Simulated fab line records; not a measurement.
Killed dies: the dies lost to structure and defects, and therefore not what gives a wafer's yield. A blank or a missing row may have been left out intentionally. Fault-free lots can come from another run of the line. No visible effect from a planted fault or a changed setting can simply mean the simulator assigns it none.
fab line records	flow sky130
record lots=6	wafers=18	last_day=50
route steps=708 shown LOCAL_INTERCONNECT@396 CONTACT@406
lots untouched by any fault: they come from a run of this same line in which no faults occurred
start_h: hours from the record's opening day to when the first of the lot's shown wafers began	wait_h: how many hours have passed since the lot's step before this one	" the same as in the row above	L1.1+2: one row covering several wafers at once	- no value, or no start given	* or withheld: withheld	< > ~ a bound
route shown NAME@n: NAME is a module with steps in the file, n the number in the route of the first one	usual: average and standard deviation across the fault-free wafers	same: alike in all rows	chamber/n: place in a boat	sites: each site's reading	_std_site: standard deviation of those values	_edge_site: inner sites' mean taken away from outer sites' mean	radius_mm: how far each site lies from the wafer's centre	mask NAME#n: copy n	behind: tool/chamber where the wafer was last shaped	hold: why the lot was held/for how many hours/how that ended	device: which transistor (n, p or np) failed to switch	end of line: the same wafers' tests at the end of the route	where a step has no rows: the recipe by itself	killed: at the first sort, the dies lost to defects and structure; wafer yield is something else	map: the dies of a wafer, with x for killed, . for not killed, _ for no die there
set.NAME: the setting that was run; set.NAME@STEP: the one run at that earlier step	model.NAME: the simulator's own value behind a step, which no gauge read
lots seen at some steps along the route; tables by step, rows by wafer
services: from which hour (start_h, from the record's first day; less than 0 if before it) a tool's chamber was out of use, for how many hours, and why
## steps
# step SKY_LOCAL_INTERCONNECT_PEB_09
# recipe peb_temp_c=withheld	peb_time_s=withheld	resist=KrF-thick
# step SKY_LOCAL_INTERCONNECT_DEVELOP_10
# recipe develop_time_s=60	resist=KrF-thick	dev_temp_c=21
# step SKY_LOCAL_INTERCONNECT_CD_MEAS_11
# recipe target_cd_nm=170
# usual cd_nm=170.2/1.6
lot.wafer	tool	chamber	start_h	wait_h	cd_nm
L350.4	cd_sem-01	-	712.80	-	170.7
L350.5	"	-	"	"	171.2
L350.6	"	-	"	"	171.3
L355.1	cd_sem-02	-	760.85	-	167.9
L355.3	"	-	"	"	171.1
L355.4	"	-	"	"	169.4
L356.3	cd_sem-02	-	767.11	-	171.8
L356.4	"	-	"	"	172.0
L356.6	"	-	"	"	171.8
L357.1	cd_sem-02	-	777.34	-	170.2
L357.4	"	-	"	"	170.8
L357.6	"	-	"	"	170.0
L365.2	cd_sem-02	-	834.76	-	167.8
L365.4	"	-	"	"	168.5
L365.5	"	-	"	"	168.8
L371.2	cd_sem-02	-	879.97	-	170.0
L371.3	"	-	"	"	169.6
L371.6	"	-	"	"	169.2
# step SKY_LOCAL_INTERCONNECT_OVL_MEAS_12
# usual LOCAL_INTERCONNECT_OVL=4/5.2
lot.wafer	tool	chamber	start_h	wait_h	LOCAL_INTERCONNECT_OVL[nm]
L350.4	overlay-01	-	712.88	0.1	0
L350.5	"	-	"	"	5
L350.6	"	-	"	"	4
L355.1	overlay-01	-	760.97	0.1	6
L355.3	"	-	"	"	9
L355.4	"	-	"	"	8
L356.3	overlay-02	-	767.20	0.1	7
L356.4	"	-	"	"	1
L356.6	"	-	"	"	4
L357.1	overlay-01	-	777.46	0.1	3
L357.4	"	-	"	"	8
L357.6	"	-	"	"	8
L365.2	overlay-02	-	834.87	0.1	-3
L365.4	"	-	"	"	-5
L365.5	"	-	"	"	0
L371.2	overlay-01	-	880.07	0.1	0
L371.3	"	-	"	"	3
L371.6	"	-	"	"	-3
# step SKY_LOCAL_INTERCONNECT_ETCH_13
# recipe chemistry=N2/H2	target=BARC	ion_energy_ev=200	bias_w=100	pressure_mtorr=30	n2_flow_sccm=100	h2_flow_sccm=200	icp_w=500	stop_on=SiO2	time_s=45.9	target_depth_a=600
# usual drypump_motor_current_A=5.8/0.54	he_backside_leak_sccm=3.35/0.16	n2_flow_sccm=99.96/0.26	oes_product_au=0.854/0.0046	throttle_valve_pct=13.225/0.01
lot.wafer	tool	chamber	start_h	wait_h	drypump_motor_current_A	he_backside_leak_sccm	n2_flow_sccm	oes_product_au	rf_hours_counter_h	throttle_valve_pct
L350.4	rie_metal-04	1	712.96	0.1	6.1	3.17	100.17	0.859	-	13.233
L350.5	"	1	"	"	6.1	3.25	99.82	0.846	-	13.223
L350.6	"	1	"	"	6.1	3.22	99.78	0.858	-	13.211
L355.1	rie_metal-01	0	761.00	0.0	6.3	3.30	100.07	0.856	13	13.222
L355.3	"	0	"	"	6.4	3.31	100.22	0.850	-	13.206
L355.4	"	1	"	"	6.5	3.26	99.93	0.854	-	13.250
L356.3	rie_metal-01	0	767.25	0.0	6.3	3.24	100.11	0.859	-	13.249
L356.4	"	1	"	"	6.5	3.44	100.09	0.859	-	13.220
L356.6	"	0	"	"	6.3	3.23	100.18	0.847	-	13.215
L357.1	rie_metal-01	1	777.50	0.0	6.5	3.46	100.31	0.858	4	13.203
L357.4	"	0	"	"	6.4	3.20	99.96	0.854	-	13.210
L357.6	"	0	"	"	6.4	3.26	100.22	0.859	-	13.220
L365.2	rie_metal-02	1	834.90	0.0	5.2	3.32	100.11	0.847	10	13.217
L365.4	"	1	"	"	5.2	3.31	99.75	0.854	-	13.218
L365.5	"	1	"	"	5.2	3.32	100.30	0.843	-	13.206
L371.2	rie_metal-04	0	880.10	0.0	5.0	3.60	100.39	0.854	0	13.222
L371.3	"	0	"	"	5.0	3.67	100.38	0.865	-	13.241
L371.6	"	0	"	"	5.0	3.60	99.67	0.849	-	13.222
# step SKY_LOCAL_INTERCONNECT_METAL_ETCH_14
# recipe target_depth_nm=110	stop_on=PSG	chemistry=Cl2/BCl3	target=TiN	resist_sidewall_deg=88	pressure_mtorr=10	icp_w=900	bias_w=48.5	Cl2_flow_sccm=60	bcl3_flow_sccm=30	time_s=31.4
# usual drypump_motor_current_A=5.8/0.54	he_backside_leak_sccm=3.4/0.37	oes_product_au=0.943/0.0088	throttle_valve_pct=21.899/0.011
lot.wafer	tool	chamber	start_h	wait_h	drypump_motor_current_A	he_backside_leak_sccm	oes_product_au	rf_hours_counter_h	throttle_valve_pct
L350.4	rie_metal-04	1	713.07	0.1	6.0	3.3	0.938	-	21.915
L350.5	"	1	"	"	6.1	3.4	0.927	-	21.902
L350.6	"	1	"	"	6.1	3.3	0.937	-	21.899
L355.1	rie_metal-01	0	761.07	0.0	6.3	3.5	0.940	13	21.903
L355.3	"	0	"	"	6.3	3.2	0.938	-	21.916
L355.4	"	1	"	"	6.5	3.4	0.938	-	21.884
L356.3	rie_metal-01	0	767.31	0.0	6.3	3.2	0.936	-	21.907
L356.4	"	1	"	"	6.5	3.1	0.941	-	21.912
L356.6	"	0	"	"	6.3	3.2	0.934	-	21.908
L357.1	rie_metal-01	1	777.56	0.0	6.5	3.3	0.929	4	21.911
L357.4	"	0	"	"	6.3	3.2	0.936	-	21.913
L357.6	"	0	"	"	6.4	3.3	0.918	-	21.897
L365.2	rie_metal-02	1	834.96	0.0	5.2	3.6	0.945	10	21.897
L365.4	"	1	"	"	5.2	3.5	0.937	-	21.898
L365.5	"	1	"	"	5.2	3.6	0.940	-	21.903
L371.2	rie_metal-04	0	880.17	0.0	5.0	3.4	0.935	0	21.887
L371.3	"	0	"	"	5.0	3.5	0.935	-	21.917
L371.6	"	0	"	"	5.0	3.5	0.943	-	21.892
# step SKY_LOCAL_INTERCONNECT_STRIP_15
# recipe chemistry=O2/N2	power_w=1400	pressure_mtorr=1500	platen_temp_c=withheld	o2_flow_sccm=3000	n2_flow_sccm=300	overash_fraction=0.5
# usual drypump_motor_current_A=5.5/0.5	n2_flow_sccm=300.0/0.94	oes_product_au=0.427/0.0048	strip_time_to_endpoint_s=4.735/0.021
lot.wafer	tool	chamber	start_h	wait_h	drypump_motor_current_A	n2_flow_sccm	oes_product_au	rf_hours_counter_h	strip_time_to_endpoint_s
L350.4	plasma_asher-04	0	713.16	0.1	4.7	299.8	0.432	-	4.745
L350.5	"	0	"	"	4.7	299.6	0.430	-	4.749
L350.6	"	1	"	"	5.8	299.3	0.423	-	4.764
L355.1	plasma_asher-02	1	761.12	0.0	6.0	297.9	0.422	59	4.739
L355.3	"	1	"	"	6.0	298.6	0.417	-	4.736
L355.4	"	0	"	"	6.4	300.0	0.423	-	4.728
L356.3	plasma_asher-03	0	767.37	0.1	5.4	300.3	0.425	-	4.754
L356.4	"	1	"	"	5.4	299.8	0.430	-	4.732
L356.6	"	0	"	"	5.4	300.6	0.435	-	4.737
L357.1	plasma_asher-04	0	777.61	0.0	4.7	299.7	0.428	34	4.771
L357.4	"	1	"	"	5.8	299.8	0.424	-	4.762
L357.6	"	0	"	"	4.7	298.9	0.419	-	4.774
L365.2	plasma_asher-04	0	835.01	0.0	4.7	299.4	0.422	40	4.669
L365.4	"	1	"	"	5.8	300.7	0.426	-	4.700
L365.5	"	0	"	"	4.7	300.1	0.424	-	4.711
L371.2	plasma_asher-04	1	880.22	0.0	5.8	301.7	0.431	44	4.740
L371.3	"	1	"	"	5.8	301.3	0.430	-	4.738
L371.6	"	0	"	"	4.8	298.9	0.429	-	4.764
# step SKY_LOCAL_INTERCONNECT_STRIP_16
# recipe chemistry=post_etch_residue_remover	time_s=1200	temp_c=72.5
# step SKY_LOCAL_INTERCONNECT_CLEAN_17
# recipe chemistry=IPA	time_s=180	temp_c=25
# step SKY_LOCAL_INTERCONNECT_CLEAN_18
# recipe chemistry=O3/DIW	dry=n2_spin
# step SKY_CONTACT_CVD_00
# recipe material=Si3N4	target_thk_nm=75	temp_c=400	time_s=withheld	rf_w=450
# usual heater_power_w=689/110
lot.wafer	tool	chamber	start_h	wait_h	heater_power_w
L350.4	pecvd-02	2	714.13	0.0	618
L350.5	"	0	"	"	809
L350.6	"	1	"	"	595
L355.1	pecvd-02	1	761.71	0.0	598
L355.3	"	2	"	"	638
L355.4	"	1	"	"	616
L356.3	pecvd-03	0	767.93	0.0	639
L356.4	"	2	"	"	772
L356.6	"	0	"	"	634
L357.1	pecvd-02	2	778.20	0.0	614
L357.4	"	2	"	"	629
L357.6	"	0	"	"	817
L365.2	pecvd-03	2	835.66	0.0	682
L365.4	"	0	"	"	650
L365.5	"	2	"	"	660
L371.2	pecvd-03	2	880.82	0.0	707
L371.3	"	2	"	"	707
L371.6	"	1	"	"	721
# step SKY_CONTACT_THK_MEAS_01
# recipe reads=Si3N4_of_CONTACT_CVD_00
# usual CONTACT_CVD_00_THK=74.9/1
lot.wafer	tool	chamber	start_h	wait_h	CONTACT_CVD_00_THK[nm]
L350.4	film_metro-01	-	714.18	-	73.9
L350.5	"	-	"	"	75.5
L350.6	"	-	"	"	76.3
L355.1	film_metro-04	-	761.74	-	74.4
L355.3	"	-	"	"	73.4
L355.4	"	-	"	"	76.2
L356.3	film_metro-03	-	767.99	-	74.0
L356.4	"	-	"	"	74.9
L356.6	"	-	"	"	74.2
L357.1	film_metro-04	-	778.24	-	75.3
L357.4	"	-	"	"	74.7
L357.6	"	-	"	"	75.7
L365.2	film_metro-03	-	835.70	-	75.3
L365.4	"	-	"	"	74.7
L365.5	"	-	"	"	76.2
L371.2	film_metro-03	-	880.88	-	75.3
L371.3	"	-	"	"	76.4
L371.6	"	-	"	"	76.4
# step SKY_CONTACT_HDPCVD_02
# recipe material=SiO2	target_thk_nm=565	sigma_open_frac=0.3	time_s=94.2	temp_c=600	sih4_flow_sccm=60	pressure_mtorr=6
lot.wafer	tool	chamber	start_h	wait_h	model.SiO2_of_CONTACT_HDPCVD_02.thk_nm
L350.4	hdpcvd-02	1	714.24	0.1	568.6
L350.5	"	0	"	"	561.5
L350.6	"	2	"	"	563.8
L355.1	hdpcvd-01	0	761.80	0.1	417.7
L355.3	"	1	"	"	418.8
L355.4	"	2	"	"	419.5
L356.3	hdpcvd-01	1	768.03	0.0	420
L356.4	"	0	"	"	417.3
L356.6	"	1	"	"	422
L357.1	hdpcvd-02	0	778.30	0.1	565.4
L357.4	"	0	"	"	564.2
L357.6	"	2	"	"	563.7
L365.2	hdpcvd-01	0	835.75	0.0	553.7
L365.4	"	2	"	"	556.1
L365.5	"	1	"	"	563
L371.2	hdpcvd-02	2	880.93	0.0	568.7
L371.3	"	0	"	"	577
L371.6	"	2	"	"	563.8
# step SKY_CONTACT_THK_MEAS_03
# recipe reads=SiO2_of_CONTACT_HDPCVD_02
# usual CONTACT_HDPCVD_THK=564/5.3
lot.wafer	tool	chamber	start_h	wait_h	CONTACT_HDPCVD_THK[nm]
L350.4	film_metro-04	-	714.31	0.0	569
L350.5	"	-	"	"	562
L350.6	"	-	"	"	564
L355.1	film_metro-03	-	761.87	0.0	418
L355.3	"	-	"	"	419
L355.4	"	-	"	"	419
L356.3	film_metro-04	-	768.11	0.1	420
L356.4	"	-	"	"	417
L356.6	"	-	"	"	422
L357.1	film_metro-03	-	778.37	0.0	565
L357.4	"	-	"	"	565
L357.6	"	-	"	"	564
L365.2	film_metro-01	-	835.83	0.0	554
L365.4	"	-	"	"	556
L365.5	"	-	"	"	563
L371.2	film_metro-01	-	881.00	0.0	569
L371.3	"	-	"	"	577
L371.6	"	-	"	"	564
# step SKY_CONTACT_CMP_04
# recipe material=SiO2	down_force_psi=4	platen_rpm=60	pad_velocity_m_s=0.94248
# usual motor_current_A=13.0/1	slurry_filter_dp_kPa=13.49/0.14	slurry_flow_ml_min=150.0/0.51	time_to_endpoint_s=83/5.1
lot.wafer	tool	chamber	start_h	wait_h	motor_current_A	slurry_filter_dp_kPa	slurry_flow_ml_min	time_to_endpoint_s
L350.4	cmp-01	2	714.44	0.1	12.0	13.38	150.4	85
L350.6	"	0	"	"	14.5	13.41	149.2	88
L350.5	"	1	"	"	14.9	13.60	150.4	87
L355.3	cmp-02	1	761.98	0.1	13.4	13.51	150.4	31
L355.1	"	2	"	"	13.0	13.39	150.2	29
L355.4	"	3	"	"	11.1	13.38	150.6	30
L356.4	cmp-02	2	768.15	0.0	13.2	13.34	149.4	29
L356.3	"	1	"	"	13.0	13.45	150.1	29
L356.6	"	2	"	"	12.8	13.44	149.5	31
L357.4	cmp-01	1	778.43	0.0	13.6	13.08	149.6	84
L357.1	"	3	"	"	13.3	13.52	150.6	80
L357.6	"	1	"	"	14.8	13.44	149.2	79
L365.4	cmp-02	1	835.88	0.0	12.8	13.33	149.9	81
L365.2	"	2	"	"	12.1	13.59	150.4	81
L365.5	"	2	"	"	12.5	13.28	150.0	86
L371.3	cmp-01	3	881.14	0.1	12.6	13.31	150.6	87
L371.2	"	2	"	"	12.3	13.48	150.1	84
L371.6	"	3	"	"	13.3	13.54	150.5	81
# step SKY_CONTACT_BOW_MEAS_05
# recipe mode=bow
# usual CONTACT_BOW=84/6.9
lot.wafer	tool	chamber	start_h	wait_h	CONTACT_BOW[um]
L350.4	film_metro-01	-	714.70	0.2	99
L350.5	"	-	"	"	99
L350.6	"	-	"	"	91
L355.1	film_metro-03	-	762.23	0.1	75
L355.3	"	-	"	"	82
L355.4	"	-	"	"	81
L356.3	film_metro-03	-	768.49	0.1	88
L356.4	"	-	"	"	83
L356.6	"	-	"	"	89
L357.1	film_metro-01	-	778.73	0.1	77
L357.4	"	-	"	"	85
L357.6	"	-	"	"	85
L365.2	film_metro-03	-	836.20	0.2	74
L365.4	"	-	"	"	77
L365.5	"	-	"	"	76
L371.2	film_metro-04	-	881.46	0.1	84
L371.3	"	-	"	"	85
L371.6	"	-	"	"	77
## services
tool	chamber	start_h	hours	kind
cmp-01	-	690.29	1.1	repair
cmp-01	-	699.04	2.6	repair
rie_metal-04	0	706.46	8.0	repair
hdpcvd-01	-	711.04	0.5	repair
rie_metal-01	-	711.29	11.8	repair
cmp-02	-	716.53	3.1	repair
rie_metal-01	0	718.75	37.2	repair
cmp-01	-	722.59	0.8	repair
cmp-02	-	723.98	4.2	pm
cmp-01	-	728.36	6.6	pm
plasma_asher-04	-	729.30	8.3	repair
cmp-01	-	744.00	4.0	pm
pecvd-02	1	751.00	7.6	repair
hdpcvd-02	-	779.04	14.6	pm
pecvd-03	-	797.32	1.5	repair
cmp-01	-	804.65	1.5	repair
cmp-01	-	807.68	1.6	repair
cmp-02	-	818.48	1.7	repair
pecvd-03	-	825.06	0.8	repair
cmp-01	-	826.36	5.6	pm
hdpcvd-01	-	856.65	2.8	repair
cmp-02	-	865.42	4.4	repair
rie_metal-04	1	866.64	1.6	repair
plasma_asher-04	-	869.92	5.3	repair
## key
first_sign step=SKY_CONTACT_THK_MEAS_03	reading=CONTACT_HDPCVD_THK	direction=down	sigmas=27	usual=564	struck=419
effect step=SKY_CONTACT_CMP_04	reading=time_to_endpoint_s	direction=down	sigmas=11	usual=*	struck=*
model_effect step=SKY_CONTACT_HDPCVD_02	value=SiO2_of_CONTACT_HDPCVD_02.thk_nm	without=565.4	struck=419.2
met_at SKY_CONTACT_HDPCVD_02
struck_wafers L355.1,L355.3,L355.4,L356.3,L356.4,L356.6
sort_left_out L355.1,L355.3,L355.4,L356.3,L356.4,L356.6
tester_left_out L355,L356
fault kind=process_parameter_drift	tool=hdpcvd-01	chamber=-	onset_h=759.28	steps=SKY_CONTACT_HDPCVD_02	channel=target_thk_nm	offset=-146.17	shape=step	end_h=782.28	acts_in=these_recipes_only	stated=565
# tester_left_out: of these lots the tester's yield and bins aren't shown, on N5 and GAA mostly nor the transistor test; their killed dies are dies lost to structure and defects alone, not to doping, threshold or leakage, so they don't give the yield
# sort_left_out: the simulated sort isn't trusted on such a fault, so these wafers' sort isn't shown, and their yield isn't known
